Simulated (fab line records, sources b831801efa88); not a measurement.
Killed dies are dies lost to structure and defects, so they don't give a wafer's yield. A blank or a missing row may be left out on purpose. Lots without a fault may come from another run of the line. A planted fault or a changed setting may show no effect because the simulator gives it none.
Which tool did it? | flow sky130 | 13 lots, 39 wafers sampled, at 5 steps of a route of 708

WHAT THE GAUGES READ, wafer by wafer
SKY_FIELD_ISO_THK_MEAS_02. Usual: FIELD_ISO_OXIDATION_00_THK 11.91 nm, standard deviation 0.19.
lot  | measured    | on            | FIELD_ISO_OXIDATION_00_THK (nm) | flag
L631 | day 1 12:49 | film_metro-03 | 11.99 11.89 11.97               |
L632 | day 1 16:41 | film_metro-04 | 12.01 12.21 11.97               |
L634 | day 2 02:38 | film_metro-03 | 12.20 11.98 12.04               |
L638 | day 2 22:47 | film_metro-04 | 11.97 11.91 11.72               |
L639 | day 3 03:38 | film_metro-03 | 11.86 11.62 11.73               |
L640 | day 3 08:38 | film_metro-03 | 11.96 12.08 11.85               |
L641 | day 3 15:45 | film_metro-04 | 11.80 11.62 11.86               |
L643 | day 4 00:22 | film_metro-03 | 12.07 11.95 11.93               |
L645 | day 4 09:38 | film_metro-01 | 11.88 11.93 11.86               |
L647 | day 4 21:20 | film_metro-01 | 19.25 19.37 19.25               | OFF
L648 | day 5 00:38 | film_metro-04 | 12.15 11.98 12.05               |
L650 | day 5 15:38 | film_metro-01 | 18.92 18.91 19.07               | OFF
L653 | day 6 03:21 | film_metro-01 | 11.78 11.65 11.83               |

SKY_NWELL_TW_MEAS_26. Usual: NWELL_2_TW 495, standard deviation 3.7.
lot  | measured     | on            | NWELL_2_TW  | flag
L631 | day 5 12:04  | film_metro-03 | 492 493 492 |
L632 | day 5 13:12  | film_metro-02 | 495 494 494 |
L634 | day 6 03:05  | film_metro-04 | 495 495 495 |
L638 | day 7 01:38  | film_metro-04 | 491 489 492 |
L639 | day 7 08:46  | film_metro-04 | 492 489 489 |
L640 | day 7 16:13  | film_metro-02 | 496 496 497 |
L641 | day 7 20:42  | film_metro-03 | 499 496 498 |
L643 | day 8 10:48  | film_metro-02 | 498 499 498 |
L645 | day 8 20:16  | film_metro-02 | 497 499 499 |
L647 | day 9 10:11  | film_metro-02 | 499 498 499 |
L648 | day 9 14:51  | film_metro-04 | 488 488 486 |
L650 | day 10 03:50 | film_metro-03 | 497 497 497 |
L653 | day 10 22:44 | film_metro-03 | 497 497 496 |

SKY_VT_ADJUST_HVTP_CD_MEAS_07: target cd 380 nm. Usual: cd_nm 380.3 nm, standard deviation 2.6.
lot  | measured     | on        | cd_nm (nm)        | flag
L631 | day 6 07:10  | cd_sem-02 | 379.8 378.1 376.9 |
L632 | day 6 07:47  | cd_sem-01 | 378.2 379.1 378.4 |
L634 | day 6 22:43  | cd_sem-02 | 379.3 377.1 382.0 |
L638 | day 7 21:32  | cd_sem-01 | 377.1 375.7 380.2 |
L639 | day 8 05:47  | cd_sem-01 | 377.7 377.3 376.6 |
L640 | day 8 12:08  | cd_sem-01 | 379.8 382.3 379.5 |
L641 | day 8 17:37  | cd_sem-02 | 383.1 382.8 381.3 |
L643 | day 9 08:31  | cd_sem-01 | 381.7 382.0 380.0 |
L645 | day 9 17:43  | cd_sem-02 | 381.7 381.0 382.4 |
L647 | day 10 07:58 | cd_sem-02 | 383.2 384.0 380.4 |
L648 | day 10 12:58 | cd_sem-01 | 384.6 381.1 380.5 |
L650 | day 11 03:00 | cd_sem-01 | 385.3 385.9 386.1 |
L653 | day 11 21:28 | cd_sem-02 | 381.0 380.4 378.8 |

WHICH TOOL RAN EACH LOT (tool, then ch and the chambers of the sampled wafers, then the start)
lot  | SKY_FIELD_ISO_OXIDATION_01   | SKY_FIELD_ISO_ETCH_15
L631 | furnace-01 ch 0, day 1 11:19 | rie_diel-03 ch 0,2,3, day 2 09:29
L632 | furnace-02 ch 0, day 1 15:10 | rie_diel-04 ch 1,2, day 2 09:31
L634 | furnace-01 ch 0, day 2 01:07 | rie_diel-03 ch 0,1,2, day 3 00:58
L638 | furnace-02 ch 0, day 2 21:15 | rie_diel-01 ch 0,3, day 3 17:44
L639 | furnace-01 ch 0, day 3 02:07 | rie_diel-04 ch 0,2,3, day 3 21:34
L640 | furnace-02 ch 0, day 3 07:07 | rie_diel-01 ch 0,1,2, day 4 04:41
L641 | furnace-02 ch 0, day 3 14:14 | rie_diel-04 ch 0,2,3, day 4 10:07
L643 | furnace-02 ch 0, day 3 22:52 | rie_diel-01 ch 0,1,2, day 4 19:19
L645 | furnace-01 ch 0, day 4 08:07 | rie_diel-01 ch 0,2,3, day 5 06:04
L647 | furnace-01 ch 0, day 4 18:07 | rie_diel-04 ch 0,1,2, day 5 16:28
L648 | furnace-01 ch 0, day 4 23:07 | rie_diel-04 ch 0,1,2, day 5 20:32
L650 | furnace-01 ch 0, day 5 11:06 | rie_diel-03 ch 0,1,2, day 6 09:19
L653 | furnace-02 ch 0, day 6 01:50 | rie_diel-01 ch 1,2,3, day 7 00:56
- SKY_FIELD_ISO_OXIDATION_01: stabilise 600 s, purge 300 s, target thk 12 nm.
- SKY_FIELD_ISO_ETCH_15: etches the open film in CHF3/O2, stops on Si, target depth 180 nm, time 72 s.

WHAT THE TOOLS THEMSELVES READ (means of the sampled wafers that have a number; where no wafer has one, the mark that the record gives instead)
SKY_FIELD_ISO_ETCH_15. Usual: chamber_pressure_mTorr 40.00 mTorr, standard deviation 0.038; drypump_motor_current_A 5.8 A, standard deviation 0.65; oes_product_au 0.948 a.u., standard deviation 0.0064; throttle_valve_pct 8.845 %, standard deviation 0.009.
lot  | tool        | chamber_pressure_mTorr (mTorr) | drypump_motor_current_A (A) | oes_product_au (a.u.) | throttle_valve_pct (%) | flag
L631 | rie_diel-03 | 40.01                          | 5.7                         | 0.957                 | 8.841                  |
L632 | rie_diel-04 | 40.00                          | 5.6                         | 0.946                 | 8.842                  |
L634 | rie_diel-03 | 39.99                          | 5.9                         | 0.949                 | 8.849                  |
L638 | rie_diel-01 | 40.00                          | 6.0                         | 0.944                 | 8.846                  |
L639 | rie_diel-04 | 40.00                          | 5.7                         | 0.944                 | 8.847                  |
L640 | rie_diel-01 | 40.01                          | 6.1                         | 0.947                 | 8.836                  |
L641 | rie_diel-04 | 40.00                          | 5.7                         | 0.951                 | 8.851                  |
L643 | rie_diel-01 | 40.01                          | 6.1                         | 0.942                 | 8.838                  |
L645 | rie_diel-01 | 40.01                          | 5.7                         | 0.952                 | 8.846                  |
L647 | rie_diel-04 | 40.03                          | 5.5                         | 0.946                 | 8.849                  |
L648 | rie_diel-04 | 39.99                          | 5.5                         | 0.953                 | 8.850                  |
L650 | rie_diel-03 | 39.96                          | 5.9                         | 0.947                 | 8.834                  |
L653 | rie_diel-01 | 40.00                          | 5.7                         | 0.953                 | 8.843                  |

THE ANSWER, worked out from the rows above alone
Rule: a lot is off if the mean of its wafers that have a number lies more than 3 standard deviations from the usual mean. A lot without any number at a reading at which 4 lots or more have one is off too. The other lots that the step has rows for count as sound. The gauges are gone through in route order, then the tools' own readings, and for those a lot's mean is taken as printed above. The first step at which some lot is off is used, and at that step the reading that is off furthest; a lot without a number counts as furthest.
Off: L647, L650, at SKY_FIELD_ISO_THK_MEAS_02 (FIELD_ISO_OXIDATION_00_THK).
A tool fits if, at a process step before that reading, it ran every lot that is off, and no sound lot after the first of them. The gauges at SKY_FIELD_ISO_THK_MEAS_02 are tried like those tools. None of those tried fits.

WHAT THE SIMULATOR HAD PUT IN
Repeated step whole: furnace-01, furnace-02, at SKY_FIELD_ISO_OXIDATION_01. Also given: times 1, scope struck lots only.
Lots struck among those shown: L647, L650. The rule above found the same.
